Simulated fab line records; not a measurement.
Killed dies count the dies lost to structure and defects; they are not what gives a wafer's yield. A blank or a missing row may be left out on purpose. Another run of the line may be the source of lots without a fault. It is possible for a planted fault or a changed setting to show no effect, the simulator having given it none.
fab line records + flow sky130
record
- lots=12
- wafers=34
- last_day=50
route steps=708 shown LDD_HVN@275 CONTACT@424 VIA1@471
lots untouched by any fault: they come from a run of this same line in which no faults occurred
start_h: start of the lot's first displayed wafer, in hours after the record's first day + wait_h: hours from the lot's prior step to this one + " identical to the entry in the row above + L1.1+2: a row that stands for several wafers + - no value, or no start was given + * or withheld: withheld + < > ~ a bound
route shown NAME@n: names a module that has steps shown in the file, with the first one's number in the route + usual: mean and standard deviation over wafers with no fault + same: alike in all rows + chamber/n: place in a boat + sites: per-site readings + _std_site: how widely they spread, as a standard deviation + _edge_site: the outer-site mean with the inner-site mean subtracted + radius_mm: for every site, how far away it sits from the centre of the wafer + mask NAME#n: copy n + behind: tool/chamber where the wafer was last shaped + hold: what put the lot on hold/how long, in hours/how the hold closed + device: the n, p or np transistor that did not switch + end of line: the same wafers' tests at the end of the route + a step given without rows: its recipe and nothing more + killed: the dies lost at the first sort to structure and to defects; this is not the yield of the wafer + map: per-die view of a wafer (x killed, . not killed, _ where there is no die)
set.NAME: the run value of the setting; set.NAME@STEP: its run value at that earlier step + model.NAME: the simulator's own value behind a step, which no gauge read
route steps across a sampled set of lots; one table per step, one row per wafer
services: from which hour (start_h, from the record's first day; less than 0 if before it) a tool's chamber was out of use, for how many hours, and why
## steps
# step SKY_LDD_HVN_IMPLANT_08
# recipe
- species=P
- energy_kev=60.33
- dose_cm2=3e+13
- tilt_deg=40
# usual
- beam_energy_keV=60.328/0.018
- beam_on_s=9.98/0.21
- faraday_current_uA=170/3.5
| lot.wafer | tool         | chamber | start_h | wait_h | beam_energy_keV | beam_on_s | faraday_current_uA |
|-----------|--------------|---------|---------|--------|-----------------|-----------|--------------------|
| L969.1    | implanter-01 | 0       | 491.84  | 0.0    | 60.302          | 9.77      | 172                |
| L969.3    | "            | 0       | "       | "      | 60.354          | 9.92      | 171                |
| L969.4    | "            | 0       | "       | "      | 60.347          | 9.90      | 170                |
| L970.4    | implanter-01 | 0       | 492.73  | 0.1    | 60.317          | 10.26     | 165                |
| L970.5    | "            | 0       | "       | "      | 60.355          | 9.82      | 173                |
| L970.6    | "            | 0       | "       | "      | 60.326          | 9.93      | 171                |
| L972.2    | implanter-01 | 0       | 544.01  | 0.0    | 60.365          | 10.17     | 166                |
| L972.4    | "            | 0       | "       | "      | 60.325          | 10.04     | 169                |
| L972.5    | "            | 0       | "       | "      | 60.311          | 9.70      | 174                |
| L974.1    | implanter-04 | 0       | 544.29  | 0.0    | 60.312          | 9.69      | 174                |
| L974.2    | "            | 0       | "       | "      | 60.337          | 9.97      | 170                |
| L974.4    | "            | 0       | "       | "      | 60.315          | 9.81      | 172                |
| L973.1    | implanter-03 | 0       | 545.26  | 0.0    | 60.326          | 9.75      | 173                |
| L973.2    | "            | 0       | "       | "      | 60.360          | 9.82      | 172                |
| L973.3    | "            | 0       | "       | "      | 60.362          | 9.92      | 170                |
| L979.1    | implanter-01 | 0       | 562.26  | 0.0    | 60.354          | 10.03     | 169                |
| L979.2    | "            | 0       | "       | "      | 60.341          | 10.41     | 164                |
| L979.3    | "            | 0       | "       | "      | 60.313          | 9.80      | 173                |
| L980.3    | implanter-04 | 0       | 565.54  | 0.1    | 60.342          | 9.76      | 172                |
| L980.5    | "            | 0       | "       | "      | 60.350          | 9.93      | 170                |
| L980.6    | "            | 0       | "       | "      | 60.320          | 9.99      | 170                |
| L984.5    | implanter-01 | 0       | 608.85  | 0.1    | 60.330          | 10.91     | 155                |
| L987.1    | implanter-04 | 0       | 634.75  | 0.0    | 60.289          | 10.21     | 165                |
| L987.2    | "            | 0       | "       | "      | 60.330          | 10.23     | 165                |
| L987.6    | "            | 0       | "       | "      | 60.313          | 10.14     | 166                |
| L988.4    | implanter-03 | 0       | 637.83  | 0.1    | 60.323          | 9.90      | 171                |
| L988.5    | "            | 0       | "       | "      | 60.320          | 10.42     | 162                |
| L988.6    | "            | 0       | "       | "      | 60.326          | 10.02     | 169                |
| L989.1    | implanter-03 | 0       | 650.11  | 0.0    | 60.360          | 9.93      | 170                |
| L989.4    | "            | 0       | "       | "      | 60.336          | 9.88      | 172                |
| L989.6    | "            | 0       | "       | "      | 60.359          | 9.82      | 173                |
| L991.2    | implanter-04 | 0       | 661.93  | 0.0    | 60.336          | 9.54      | 177                |
| L991.4    | "            | 0       | "       | "      | 60.329          | 10.06     | 168                |
| L991.6    | "            | 0       | "       | "      | 60.308          | 10.09     | 169                |
# step SKY_LDD_HVN_TW_MEAS_10
# usual
- LDD_HVN_TW=1440/12
| lot.wafer | tool          | chamber | start_h | wait_h | LDD_HVN_TW |
|-----------|---------------|---------|---------|--------|------------|
| L969.1    | film_metro-04 | -       | 492.09  | 0.1    | 1435       |
| L969.3    | "             | -       | "       | "      | 1432       |
| L969.4    | "             | -       | "       | "      | 1429       |
| L970.4    | film_metro-04 | -       | 492.94  | 0.1    | 1436       |
| L970.5    | "             | -       | "       | "      | 1430       |
| L970.6    | "             | -       | "       | "      | 1433       |
| L972.2    | film_metro-04 | -       | 544.25  | 0.1    | 1438       |
| L972.4    | "             | -       | "       | "      | 1440       |
| L972.5    | "             | -       | "       | "      | 1439       |
| L974.1    | film_metro-03 | -       | 544.54  | 0.1    | 1453       |
| L974.2    | "             | -       | "       | "      | 1444       |
| L974.4    | "             | -       | "       | "      | 1453       |
| L973.1    | film_metro-02 | -       | 545.51  | 0.1    | 1428       |
| L973.2    | "             | -       | "       | "      | 1429       |
| L973.3    | "             | -       | "       | "      | 1433       |
| L979.1    | film_metro-02 | -       | 562.51  | 0.1    | 1421       |
| L979.2    | "             | -       | "       | "      | 1427       |
| L979.3    | "             | -       | "       | "      | 1427       |
| L980.3    | film_metro-02 | -       | 565.76  | 0.1    | 1432       |
| L980.5    | "             | -       | "       | "      | 1421       |
| L980.6    | "             | -       | "       | "      | 1424       |
| L984.5    | film_metro-03 | -       | 609.04  | 0.0    | 1484       |
| L987.1    | film_metro-04 | -       | 635.00  | 0.1    | 1452       |
| L987.2    | "             | -       | "       | "      | 1445       |
| L987.6    | "             | -       | "       | "      | 1442       |
| L988.4    | film_metro-04 | -       | 638.04  | 0.1    | 1438       |
| L988.5    | "             | -       | "       | "      | 1440       |
| L988.6    | "             | -       | "       | "      | 1445       |
| L989.1    | film_metro-03 | -       | 650.36  | 0.1    | 1454       |
| L989.4    | "             | -       | "       | "      | 1453       |
| L989.6    | "             | -       | "       | "      | 1447       |
| L991.2    | film_metro-04 | -       | 662.17  | 0.1    | 1452       |
| L991.4    | "             | -       | "       | "      | 1457       |
| L991.6    | "             | -       | "       | "      | 1452       |
# step SKY_CONTACT_ETCH_18
# recipe
- target=Si3N4
- chemistry=CHF3/O2
- stop_on=TiN
- source_w=600
- bias_w=200
- pressure_mtorr=40
- chf3_flow_sccm=50
- O2_flow_sccm=5
- time_s=39
- target_depth_a=750
# usual
- drypump_motor_current_A=5.8/0.39
- oes_product_au=0.854/0.0076
- throttle_valve_pct=8.792/0.0097
| lot.wafer | tool        | chamber | start_h | wait_h | drypump_motor_current_A | oes_product_au | rf_hours_counter_h | throttle_valve_pct |
|-----------|-------------|---------|---------|--------|-------------------------|----------------|--------------------|--------------------|
| L969.1    | rie_diel-02 | 0       | -       | -      | 5.7                     | 0.856          | 10                 | 8.801              |
| L969.3    | "           | 2       | "       | "      | 6.4                     | 0.846          | 10                 | 8.798              |
| L969.4    | "           | 1       | "       | "      | 5.4                     | 0.864          | 9                  | 8.790              |
| L970.4    | rie_diel-04 | 3       | -       | -      | 6.1                     | 0.856          | 12                 | 8.797              |
| L970.5    | "           | 2       | "       | "      | 5.0                     | 0.869          | -                  | 8.782              |
| L970.6    | "           | 1       | "       | "      | 5.1                     | 0.860          | -                  | 8.787              |
| L972.2    | rie_diel-02 | 3       | -       | -      | 5.7                     | 0.856          | 21                 | 8.806              |
| L972.4    | "           | 1       | "       | "      | 5.4                     | 0.852          | 10                 | 8.782              |
| L972.5    | "           | 3       | "       | "      | 5.7                     | 0.862          | -                  | 8.781              |
| L973.1    | rie_diel-01 | 0       | -       | -      | 5.6                     | 0.850          | 31                 | 8.804              |
| L973.2    | "           | 2       | "       | "      | 6.1                     | 0.849          | 7                  | 8.795              |
| L973.3    | "           | 1       | "       | "      | 5.7                     | 0.853          | 18                 | 8.783              |
| L974.1    | rie_diel-04 | 0       | -       | -      | 6.4                     | 0.852          | 6                  | 8.798              |
| L974.2    | "           | 2       | "       | "      | 5.0                     | 0.853          | 4                  | 8.783              |
| L974.4    | "           | 3       | "       | "      | 6.1                     | 0.860          | 14                 | 8.791              |
| L979.1    | rie_diel-04 | 2       | -       | -      | 5.0                     | 0.859          | 4                  | 8.797              |
| L979.2    | "           | 1       | "       | "      | 5.2                     | 0.851          | 23                 | 8.789              |
| L979.3    | "           | 0       | "       | "      | 6.4                     | 0.851          | 7                  | 8.783              |
| L980.3    | rie_diel-02 | 1       | -       | -      | 5.5                     | 0.852          | 11                 | 8.780              |
| L980.5    | "           | 3       | "       | "      | 5.7                     | 0.848          | -                  | 8.792              |
| L980.6    | "           | 2       | "       | "      | 6.4                     | 0.848          | -                  | 8.804              |
| L984.5    | rie_diel-04 | 2       | -       | -      | 5.0                     | 0.856          | -                  | 8.783              |
| L987.1    | rie_diel-01 | 3       | -       | -      | 6.1                     | 0.855          | 11                 | 8.785              |
| L987.2    | "           | 0       | "       | "      | 5.6                     | 0.856          | 1                  | 8.790              |
| L987.6    | "           | 0       | "       | "      | 5.6                     | 0.866          | -                  | 8.806              |
| L988.4    | rie_diel-04 | 0       | -       | -      | 6.4                     | 0.866          | -                  | 8.812              |
| L988.5    | "           | 3       | "       | "      | 6.1                     | 0.853          | -                  | 8.793              |
| L988.6    | "           | 1       | "       | "      | 5.1                     | 0.873          | -                  | 8.798              |
| L989.1    | rie_diel-01 | 2       | -       | -      | 6.1                     | 0.851          | 10                 | 8.803              |
| L989.4    | "           | 1       | "       | "      | 5.7                     | 0.864          | 21                 | 8.809              |
| L989.6    | "           | 2       | "       | "      | 6.1                     | 0.856          | -                  | 8.800              |
| L991.2    | rie_diel-01 | 1       | -       | -      | 5.7                     | 0.860          | 21                 | 8.788              |
| L991.4    | "           | 2       | "       | "      | 6.1                     | 0.854          | 11                 | 8.781              |
| L991.6    | "           | 1       | "       | "      | 5.7                     | 0.870          | -                  | 8.802              |
# step SKY_CONTACT_STRIP_19
# recipe
- chemistry=O2/N2
- power_w=1400
- pressure_mtorr=1500
- platen_temp_c=withheld
- o2_flow_sccm=3000
- n2_flow_sccm=300
- overash_fraction=0.5
# usual
- drypump_motor_current_A=5.68/0.2
- oes_product_au=0.380/0.006
- strip_time_to_endpoint_s=3.60/0.048
| lot.wafer | tool            | chamber | start_h | wait_h | drypump_motor_current_A | oes_product_au | rf_hours_counter_h | strip_time_to_endpoint_s |
|-----------|-----------------|---------|---------|--------|-------------------------|----------------|--------------------|--------------------------|
| L969.1    | plasma_asher-04 | 1       | 760.55  | -      | 6.18                    | 0.386          | 34                 | 3.65                     |
| L969.3    | "               | 0       | "       | "      | 5.59                    | 0.375          | -                  | 3.57                     |
| L969.4    | "               | 1       | "       | "      | 6.20                    | 0.391          | -                  | 3.64                     |
| L970.4    | plasma_asher-04 | 0       | 762.84  | -      | 5.59                    | 0.380          | -                  | 3.53                     |
| L970.5    | "               | 0       | "       | "      | 5.60                    | 0.379          | -                  | 3.59                     |
| L970.6    | "               | 1       | "       | "      | 6.16                    | 0.381          | -                  | 3.69                     |
| L972.2    | plasma_asher-04 | 1       | 808.15  | -      | 6.14                    | 0.386          | 39                 | 3.63                     |
| L972.4    | "               | 0       | "       | "      | 5.59                    | 0.378          | -                  | 3.57                     |
| L972.5    | "               | 0       | "       | "      | 5.58                    | 0.385          | -                  | 3.65                     |
| L973.1    | plasma_asher-02 | 0       | 810.21  | -      | 5.62                    | 0.384          | 6                  | 3.57                     |
| L973.2    | "               | 1       | "       | "      | 5.78                    | 0.386          | 6                  | 3.67                     |
| L973.3    | "               | 0       | "       | "      | 5.62                    | 0.375          | -                  | 3.57                     |
| L974.1    | plasma_asher-02 | 0       | 810.70  | -      | 5.65                    | 0.373          | 7                  | 3.57                     |
| L974.2    | "               | 1       | "       | "      | 5.79                    | 0.386          | 7                  | 3.65                     |
| L974.4    | "               | 1       | "       | "      | 5.82                    | 0.370          | -                  | 3.53                     |
| L979.1    | plasma_asher-04 | 1       | 822.20  | -      | 6.20                    | 0.383          | 40                 | 3.62                     |
| L979.2    | "               | 0       | "       | "      | 5.59                    | 0.397          | 40                 | 3.69                     |
| L979.3    | "               | 1       | "       | "      | 6.20                    | 0.381          | -                  | 3.58                     |
| L980.3    | plasma_asher-02 | 1       | 823.79  | -      | 5.81                    | 0.378          | -                  | 3.55                     |
| L980.5    | "               | 0       | "       | "      | 5.60                    | 0.388          | -                  | 3.64                     |
| L980.6    | "               | 1       | "       | "      | 5.78                    | 0.371          | -                  | 3.60                     |
| L984.5    | plasma_asher-02 | 0       | 863.62  | -      | 5.60                    | 0.391          | -                  | 3.69                     |
| L987.1    | plasma_asher-02 | 0       | 888.61  | -      | 5.63                    | 0.374          | 14                 | 3.59                     |
| L987.2    | "               | 1       | "       | "      | 5.78                    | 0.376          | 14                 | 3.51                     |
| L987.6    | "               | 0       | "       | "      | 5.62                    | 0.376          | -                  | 3.54                     |
| L988.4    | plasma_asher-03 | 0       | 889.14  | -      | 5.65                    | 0.382          | -                  | 3.58                     |
| L988.5    | "               | 0       | "       | "      | 5.66                    | 0.375          | -                  | 3.55                     |
| L988.6    | "               | 1       | "       | "      | 5.42                    | 0.388          | -                  | 3.70                     |
| L989.1    | plasma_asher-02 | 1       | 900.50  | -      | 5.78                    | 0.395          | 15                 | 3.69                     |
| L989.4    | "               | 1       | "       | "      | 5.77                    | 0.381          | -                  | 3.60                     |
| L989.6    | "               | 1       | "       | "      | 5.80                    | 0.387          | -                  | 3.67                     |
| L991.2    | plasma_asher-03 | 1       | 910.61  | -      | 5.43                    | 0.380          | 107                | 3.59                     |
| L991.4    | "               | 1       | "       | "      | 5.42                    | 0.382          | -                  | 3.68                     |
| L991.6    | "               | 1       | "       | "      | 5.43                    | 0.377          | -                  | 3.57                     |
# step SKY_VIA1_OVL_MEAS_13
# usual
- VIA1_OVL=0/4.7
| lot.wafer | tool       | chamber | start_h | wait_h | VIA1_OVL[nm] |
|-----------|------------|---------|---------|--------|--------------|
| L969.1    | overlay-02 | -       | 818.32  | 0.1    | 5            |
| L969.3    | "          | -       | "       | "      | 6            |
| L969.4    | "          | -       | "       | "      | 3            |
| L970.4    | overlay-02 | -       | 820.20  | 0.1    | -9           |
| L970.5    | "          | -       | "       | "      | -6           |
| L970.6    | "          | -       | "       | "      | -6           |
| L972.2    | overlay-02 | -       | 864.14  | 0.1    | -5           |
| L972.4    | "          | -       | "       | "      | -4           |
| L972.5    | "          | -       | "       | "      | 2            |
| L973.1    | overlay-02 | -       | 865.28  | 0.1    | -6           |
| L973.2    | "          | -       | "       | "      | -5           |
| L973.3    | "          | -       | "       | "      | -8           |
| L974.1    | overlay-01 | -       | 865.63  | 0.1    | 7            |
| L974.2    | "          | -       | "       | "      | 6            |
| L974.4    | "          | -       | "       | "      | 1            |
| L979.1    | overlay-02 | -       | 877.93  | 0.1    | 3            |
| L979.2    | "          | -       | "       | "      | 3            |
| L979.3    | "          | -       | "       | "      | 10           |
| L980.3    | overlay-02 | -       | 878.69  | 0.1    | 3            |
| L980.5    | "          | -       | "       | "      | -2           |
| L980.6    | "          | -       | "       | "      | 3            |
| L984.5    | overlay-01 | -       | 917.65  | 0.0    | 2            |
| L987.1    | overlay-02 | -       | 941.24  | 0.1    | 4            |
| L987.2    | "          | -       | "       | "      | -3           |
| L987.6    | "          | -       | "       | "      | -3           |
| L988.4    | overlay-02 | -       | 942.55  | 0.1    | -8           |
| L988.5    | "          | -       | "       | "      | -3           |
| L988.6    | "          | -       | "       | "      | -5           |
| L989.1    | overlay-01 | -       | 953.13  | 0.1    | -9           |
| L989.4    | "          | -       | "       | "      | -6           |
| L989.6    | "          | -       | "       | "      | -7           |
| L991.2    | overlay-01 | -       | 962.69  | 0.1    | 1            |
| L991.4    | "          | -       | "       | "      | 3            |
| L991.6    | "          | -       | "       | "      | 5            |
## services
| tool            | chamber | start_h | hours | kind   |
|-----------------|---------|---------|-------|--------|
| rie_diel-01     | 1       | 482.93  | 20.4  | repair |
| rie_diel-01     | 0       | 487.41  | 3.2   | repair |
| rie_diel-01     | 2       | 493.37  | 14.4  | repair |
| implanter-01    | -       | 550.23  | 7.0   | pm     |
| plasma_asher-02 | -       | 614.75  | 4.3   | pm     |
| rie_diel-04     | 3       | 623.78  | 6.0   | repair |
| rie_diel-04     | 3       | 674.31  | 8.3   | repair |
| rie_diel-04     | 2       | 683.51  | 7.9   | repair |
| rie_diel-04     | 0       | 708.33  | 4.6   | repair |
| plasma_asher-02 | -       | 725.05  | 4.6   | repair |
| implanter-01    | -       | 725.93  | 1.3   | repair |
| plasma_asher-02 | -       | 733.75  | 9.0   | pm     |
| implanter-01    | -       | 752.06  | 4.9   | pm     |
| implanter-01    | -       | 765.09  | 3.1   | repair |
| plasma_asher-02 | -       | 796.97  | 2.8   | pm     |
| implanter-01    | -       | 812.27  | 5.5   | pm     |
| implanter-01    | -       | 825.45  | 3.0   | repair |
| implanter-01    | -       | 831.01  | 0.7   | repair |
| rie_diel-04     | -       | 840.51  | 1.9   | repair |
| plasma_asher-02 | -       | 841.54  | 9.4   | repair |
| rie_diel-04     | 3       | 854.56  | 3.4   | repair |
| implanter-01    | -       | 874.39  | 4.7   | pm     |
| rie_diel-04     | 2       | 885.84  | 4.6   | repair |
| rie_diel-04     | -       | 907.71  | 2.2   | repair |
## key
first_sign
- step=SKY_LDD_HVN_IMPLANT_08
- reading=beam_on_s
- direction=up
- sigmas=4.4
- usual=9.98
- struck=10.91
effect
- step=SKY_LDD_HVN_IMPLANT_08
- reading=faraday_current_uA
- direction=down
- sigmas=4.3
- usual=170
- struck=155
effect
- step=SKY_LDD_HVN_TW_MEAS_10
- reading=LDD_HVN_TW
- direction=up
- sigmas=3.7
- usual=1440
- struck=1484
met_at SKY_LDD_HVN_IMPLANT_08
struck_lots L984
tester_left_out L984
not_acting_at SKY_CONTACT_ETCH_18,SKY_CONTACT_STRIP_19,SKY_VIA1_OVL_MEAS_13
onset_between 562.26 608.85
fault
- kind=process_parameter_drift
- tool=implanter-01
- chamber=-
- onset_h=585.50
- steps=SKY_LDD_HVN_IMPLANT_08
- channel=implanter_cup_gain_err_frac
- offset=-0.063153
- shape=step
- end_h=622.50
# tester_left_out: of these lots the tester's yield and bins aren't shown, on N5 and GAA mostly nor the transistor test; their killed dies are dies lost to structure and defects alone, not to doping, threshold or leakage, so they don't give the yield
